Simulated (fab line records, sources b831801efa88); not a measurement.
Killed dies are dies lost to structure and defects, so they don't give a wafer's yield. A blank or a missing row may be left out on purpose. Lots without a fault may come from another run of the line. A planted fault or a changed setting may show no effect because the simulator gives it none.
Which tool did it? | flow gf180mcu | 24 lots, 72 wafers sampled, at 6 steps of a route of 602

WHAT THE GAUGES READ, wafer by wafer
GF_V5_CD_MEAS_14: target cd 260 nm.
lot  | measured     | on        | cd_nm (nm)
L074 | day 27 04:16 | cd_sem-02 | 258.0 258.9 259.3
L075 | day 27 13:28 | cd_sem-01 | 259.3 258.4 260.4
L076 | day 27 20:01 | cd_sem-02 | 259.9 259.6 259.8
L077 | day 28 02:38 | cd_sem-02 | 259.1 259.7 258.9
L078 | day 28 09:43 | cd_sem-02 | 258.7 261.1 259.1
L079 | day 28 10:07 | cd_sem-02 | 261.4 261.4 259.4
L080 | day 28 20:25 | cd_sem-02 | 259.3 259.6 259.2
L081 | day 29 03:09 | cd_sem-02 | 260.7 259.5 259.9
L082 | day 29 11:43 | cd_sem-02 | 258.9 259.0 259.2
L083 | day 29 23:24 | cd_sem-02 | 258.8 260.1 259.7
L084 | day 30 06:25 | cd_sem-02 | 261.5 261.8 262.7
L085 | day 30 12:31 | cd_sem-02 | 261.1 260.2 260.8
L086 | day 30 22:27 | cd_sem-01 | 260.8 261.2 260.4
L087 | day 31 02:49 | cd_sem-02 | 260.2 259.2 260.0
L088 | day 31 04:43 | cd_sem-02 | 259.5 259.0 259.4
L089 | day 31 13:05 | cd_sem-02 | 261.0 261.8 262.1
L090 | day 31 22:55 | cd_sem-02 | 262.5 260.5 260.8
L091 | day 32 01:07 | cd_sem-01 | 259.6 261.1 261.0
L092 | day 32 06:17 | cd_sem-02 | 258.9 260.6 261.1
L093 | day 32 11:09 | cd_sem-01 | 257.9 258.5 257.9
L094 | day 32 22:57 | cd_sem-01 | 260.9 261.6 260.8
L095 | day 33 13:35 | cd_sem-01 | 260.5 261.3 260.0
L096 | day 33 15:24 | cd_sem-02 | 262.3 262.5 260.7
L097 | day 34 00:09 | cd_sem-01 | 259.2 260.0 259.5

GF_PASSIVATION_THK_MEAS_01.
lot  | measured     | on            | PASSIVATION_CVD_00_THK (nm)
L074 | day 28 03:17 | film_metro-04 | 1020 996 1026
L075 | day 28 11:48 | film_metro-03 | 989 1011 1026
L076 | day 28 17:57 | film_metro-02 | 1007 1006 1022
L077 | day 29 01:00 | film_metro-03 | 1009 1017 1023
L078 | day 29 07:47 | film_metro-03 | 996 996 1011
L079 | day 29 07:59 | film_metro-02 | 990 983 999
L080 | day 29 18:39 | film_metro-03 | 995 999 1000
L081 | day 30 00:39 | film_metro-04 | 999 1017 1024
L082 | day 30 08:35 | film_metro-04 | 1000 999 1004
L083 | day 30 20:32 | film_metro-03 | 1005 997 1016
L084 | day 31 02:18 | film_metro-04 | 991 1000 995
L085 | day 31 08:11 | film_metro-04 | 1005 1014 1016
L086 | day 31 19:00 | film_metro-03 | 986 1002 1001
L087 | day 31 22:21 | film_metro-04 | 991 997 1002
L088 | day 32 00:16 | film_metro-03 | 989 996 1005
L089 | day 32 09:18 | film_metro-03 | 988 992 1013
L090 | day 32 18:05 | film_metro-03 | 994 1004 1021
L091 | day 32 19:43 | film_metro-03 | 993 998 1000
L092 | day 33 01:47 | film_metro-03 | 994 987 1012
L093 | day 33 06:50 | film_metro-02 | 980 979 1009
L094 | day 33 17:16 | film_metro-03 | 996 1001 1007
L095 | day 34 07:11 | film_metro-04 | 989 980 1000
L096 | day 34 08:47 | film_metro-02 | 1000 1002 1008
L097 | day 34 17:36 | film_metro-02 | 980 987 1011

GF_PASSIVATION_BOW_MEAS_14.
lot  | measured     | on            | PASSIVATION_BOW (um)
L074 | day 29 00:40 | film_metro-02 | 153 128 135
L075 | day 29 09:07 | film_metro-02 | 147 137 150
L076 | day 29 14:52 | film_metro-04 | 141 142 139
L077 | day 29 22:22 | film_metro-04 | 149 142 145
L078 | day 30 04:27 | film_metro-04 | 144 149 143
L079 | day 30 04:59 | film_metro-02 | 134 129 136
L080 | day 30 15:19 | film_metro-02 | 143 154 142
L081 | day 30 20:31 | film_metro-04 | 131 136 131
L082 | day 31 04:18 | film_metro-02 | 122 129 144
L083 | day 31 15:23 | film_metro-03 | 142 147 145
L084 | day 31 21:26 | film_metro-04 | 147 144 136
L085 | day 32 03:43 | film_metro-04 | 144 144 142
L086 | day 32 13:26 | film_metro-02 | 135 133 138
L087 | day 32 17:19 | film_metro-03 | 109 110 114
L088 | day 32 19:00 | film_metro-02 | 142 152 128
L089 | day 33 03:15 | film_metro-03 | 132 144 148
L090 | day 33 11:44 | film_metro-04 | 123 122 134
L091 | day 33 13:29 | film_metro-04 | 127 141 128
L092 | day 33 19:58 | film_metro-04 | 141 152 145
L093 | day 34 00:17 | film_metro-02 | 141 151 150
L094 | day 34 10:51 | film_metro-04 | 136 130 141
L095 | day 35 00:01 | film_metro-02 | 126 130 115
L096 | day 35 01:23 | film_metro-04 | 151 146 148
L097 | day 35 10:28 | film_metro-03 | 138 140 128

WHICH TOOL RAN EACH LOT (tool, then ch and the chambers of the sampled wafers, then the start)
lot  | GF_V3_ETCH_16                      | GF_TOP_METAL_SPUTTER_01      | GF_TOP_METAL_SPUTTER_02
L074 | rie_diel-03 ch 1,2,3, day 22 08:28 | pvd_sputter-02, day 27 05:53 | pvd_sputter-02, day 27 05:55
L075 | rie_diel-02 ch 1,2, day 22 19:15   | pvd_sputter-04, day 27 15:03 | pvd_sputter-04, day 27 15:05
L076 | rie_diel-01 ch 0,1,3, day 23 02:09 | pvd_sputter-04, day 27 21:38 | pvd_sputter-04, day 27 21:40
L077 | rie_diel-01 ch 1,3, day 23 10:48   | pvd_sputter-04, day 28 04:14 | pvd_sputter-04, day 28 04:16
L078 | rie_diel-01 ch 0,1,2, day 23 16:52 | pvd_sputter-02, day 28 11:20 | pvd_sputter-02, day 28 11:22
L079 | rie_diel-03 ch 0,2,3, day 23 19:49 | pvd_sputter-03, day 28 11:44 | pvd_sputter-03, day 28 11:46
L080 | rie_diel-02 ch 0,1,3, day 24 07:58 | pvd_sputter-03, day 28 22:03 | pvd_sputter-03, day 28 22:05
L081 | rie_diel-02 ch 0,2,3, day 24 15:09 | pvd_sputter-02, day 29 04:47 | pvd_sputter-02, day 29 04:49
L082 | rie_diel-01 ch 0,1, day 25 00:18   | pvd_sputter-04, day 29 13:22 | pvd_sputter-04, day 29 13:24
L083 | rie_diel-03 ch 0,3, day 25 13:55   | pvd_sputter-02, day 30 01:03 | pvd_sputter-02, day 30 01:05
L084 | rie_diel-03 ch 0,2,3, day 25 20:52 | pvd_sputter-04, day 30 08:03 | pvd_sputter-04, day 30 08:05
L085 | rie_diel-03 ch 0,1,2, day 26 03:43 | pvd_sputter-02, day 30 14:06 | pvd_sputter-02, day 30 14:08
L086 | rie_diel-02 ch 0,2, day 26 15:03   | pvd_sputter-02, day 31 00:14 | pvd_sputter-02, day 31 00:16
L087 | rie_diel-01 ch 0,1,3, day 26 20:34 | pvd_sputter-04, day 31 04:26 | pvd_sputter-04, day 31 04:28
L088 | rie_diel-03 ch 0,1,2, day 26 23:39 | pvd_sputter-04, day 31 06:22 | pvd_sputter-04, day 31 06:24
L089 | rie_diel-02 ch 0,1, day 27 09:04   | pvd_sputter-04, day 31 14:43 | pvd_sputter-04, day 31 14:44
L090 | rie_diel-02 ch 0,2,3, day 27 20:24 | pvd_sputter-02, day 32 00:35 | pvd_sputter-02, day 32 00:37
L091 | rie_diel-01 ch 1,2,3, day 27 21:55 | pvd_sputter-03, day 32 02:53 | pvd_sputter-03, day 32 02:55
L092 | rie_diel-03 ch 0,2,3, day 28 05:28 | pvd_sputter-04, day 32 08:11 | pvd_sputter-04, day 32 08:13
L093 | rie_diel-01 ch 1,3, day 28 12:20   | pvd_sputter-04, day 32 13:36 | pvd_sputter-04, day 32 13:38
L094 | rie_diel-03 ch 0,2, day 29 00:02   | pvd_sputter-04, day 33 00:37 | pvd_sputter-04, day 33 00:39
L095 | rie_diel-02 ch 1,2,3, day 29 18:28 | pvd_sputter-02, day 33 15:14 | pvd_sputter-02, day 33 15:16
L096 | rie_diel-03 ch 0,1,3, day 29 19:13 | pvd_sputter-04, day 33 17:02 | pvd_sputter-04, day 33 17:04
L097 | rie_diel-03 ch 0,1,3, day 30 07:01 | pvd_sputter-03, day 34 01:49 | pvd_sputter-03, day 34 01:51
- GF_V3_ETCH_16: etches BARC in N2/H2.
- GF_TOP_METAL_SPUTTER_01: material TiN, target thk 30 nm, time 25 s.
- GF_TOP_METAL_SPUTTER_02: material AlCu, target thk 900 nm, time 47.82 s.

WHAT THE TOOLS THEMSELVES READ (means of the sampled wafers that have a number; where no wafer has one, the mark that the record gives instead)
GF_V3_ETCH_16.
lot  | tool        | bias_w (W) | drypump_motor_current_A (A) | oes_product_au (a.u.) | throttle_valve_pct (%)
L074 | rie_diel-03 | 99.9       | 5.6                         | 0.854                 | 13.223
L075 | rie_diel-02 | 99.7       | 6.0                         | 0.852                 | 13.221
L076 | rie_diel-01 | 100.0      | 5.5                         | 0.862                 | 13.217
L077 | rie_diel-01 | 99.4       | 5.3                         | 0.853                 | 13.224
L078 | rie_diel-01 | 99.8       | 5.4                         | 0.850                 | 13.217
L079 | rie_diel-03 | 100.0      | 5.4                         | 0.857                 | 13.230
L080 | rie_diel-02 | 100.1      | 5.7                         | 0.852                 | 13.221
L081 | rie_diel-02 | 99.8       | 5.9                         | 0.852                 | 13.223
L082 | rie_diel-01 | 99.8       | 5.1                         | 0.856                 | 13.230
L083 | rie_diel-03 | 99.8       | 5.1                         | 0.849                 | 13.233
L084 | rie_diel-03 | 100.1      | 5.4                         | 0.854                 | 13.225
L085 | rie_diel-03 | 100.0      | 5.3                         | 0.855                 | 13.227
L086 | rie_diel-02 | 100.4      | 5.8                         | 0.849                 | 13.221
L087 | rie_diel-01 | 99.6       | 5.5                         | 0.857                 | 13.215
L088 | rie_diel-03 | 100.0      | 5.3                         | 0.849                 | 13.224
L089 | rie_diel-02 | 99.6       | 5.7                         | 0.858                 | 13.227
L090 | rie_diel-02 | 99.8       | 5.9                         | 0.863                 | 13.221
L091 | rie_diel-01 | 100.0      | 5.8                         | 0.857                 | 13.228
L092 | rie_diel-03 | 100.0      | 5.4                         | 0.854                 | 13.225
L093 | rie_diel-01 | 100.2      | 5.3                         | 0.849                 | 13.226
L094 | rie_diel-03 | 99.8       | 5.4                         | 0.849                 | 13.226
L095 | rie_diel-02 | 99.9       | 6.0                         | 0.850                 | 13.220
L096 | rie_diel-03 | 99.9       | 5.3                         | 0.858                 | 13.229
L097 | rie_diel-03 | 100.1      | 5.3                         | 0.855                 | 13.230

GF_TOP_METAL_SPUTTER_01.
lot  | tool           | chamber_pressure_pa (Pa) | throttle_valve_pct (%)
L074 | pvd_sputter-02 | 0.4005                   | 30.1
L075 | pvd_sputter-04 | 0.4008                   | 29.3
L076 | pvd_sputter-04 | 0.4004                   | 29.0
L077 | pvd_sputter-04 | 0.3991                   | 29.4
L078 | pvd_sputter-02 | 0.3995                   | 30.3
L079 | pvd_sputter-03 | 0.3999                   | 30.8
L080 | pvd_sputter-03 | 0.3999                   | 29.8
L081 | pvd_sputter-02 | 0.3989                   | 30.7
L082 | pvd_sputter-04 | 0.3999                   | 29.4
L083 | pvd_sputter-02 | 0.4004                   | 31.1
L084 | pvd_sputter-04 | 0.4004                   | 29.3
L085 | pvd_sputter-02 | 0.4007                   | 30.2
L086 | pvd_sputter-02 | 0.4001                   | 31.3
L087 | pvd_sputter-04 | 0.4004                   | 29.0
L088 | pvd_sputter-04 | 0.4000                   | 28.8
L089 | pvd_sputter-04 | 0.4007                   | 29.4
L090 | pvd_sputter-02 | 0.4000                   | 30.3
L091 | pvd_sputter-03 | 0.3999                   | 30.5
L092 | pvd_sputter-04 | 0.4005                   | 29.2
L093 | pvd_sputter-04 | 0.4002                   | 28.8
L094 | pvd_sputter-04 | 0.4000                   | 29.7
L095 | pvd_sputter-02 | 0.3996                   | 30.3
L096 | pvd_sputter-04 | 0.4010                   | 28.8
L097 | pvd_sputter-03 | 0.4002                   | 29.8

GF_TOP_METAL_SPUTTER_02.
lot  | tool           | chamber_pressure_pa (Pa) | throttle_valve_pct (%)
L074 | pvd_sputter-02 | 0.2995                   | 30.2
L075 | pvd_sputter-04 | 0.3001                   | 29.4
L076 | pvd_sputter-04 | 0.2997                   | 29.1
L077 | pvd_sputter-04 | 0.3001                   | 29.5
L078 | pvd_sputter-02 | 0.3000                   | 30.2
L079 | pvd_sputter-03 | 0.3003                   | 31.0
L080 | pvd_sputter-03 | 0.3002                   | 29.9
L081 | pvd_sputter-02 | 0.2997                   | 30.6
L082 | pvd_sputter-04 | 0.3002                   | 29.2
L083 | pvd_sputter-02 | 0.2994                   | 31.3
L084 | pvd_sputter-04 | 0.2997                   | 29.4
L085 | pvd_sputter-02 | 0.2997                   | 30.0
L086 | pvd_sputter-02 | 0.2997                   | 31.4
L087 | pvd_sputter-04 | 0.2996                   | 29.1
L088 | pvd_sputter-04 | 0.2996                   | 28.7
L089 | pvd_sputter-04 | 0.3002                   | 29.4
L090 | pvd_sputter-02 | 0.2995                   | 30.1
L091 | pvd_sputter-03 | 0.2994                   | 30.4
L092 | pvd_sputter-04 | 0.2995                   | 29.4
L093 | pvd_sputter-04 | 0.3002                   | 28.6
L094 | pvd_sputter-04 | 0.2999                   | 29.7
L095 | pvd_sputter-02 | 0.2998                   | 30.3
L096 | pvd_sputter-04 | 0.2992                   | 28.7
L097 | pvd_sputter-03 | 0.2999                   | 29.9

THE ANSWER, worked out from the rows above alone
Rule: what is usual is taken from the lots themselves. Put in order of their means at a reading, lots are off if they are a third of the lots or fewer, leave a main group of 4 or more, and stand apart from it by a gap of 3 or more times the standard deviation of the main group's means; of several such gaps the widest counts. A main group whose means are all the same, to the digits that the tables above print for the reading, isn't used. A lot without any number at a reading at which 4 lots or more have one is off too. The other lots that the step has rows for count as sound. The gauges are gone through in route order, then the tools' own readings, and for those a lot's mean is taken as printed above. The first step at which some lot is off is used, and at that step the reading that is off furthest; a lot without a number counts as furthest.
No lot is off at any reading shown: from this, nothing can be told.

WHAT THE SIMULATOR HAD PUT IN
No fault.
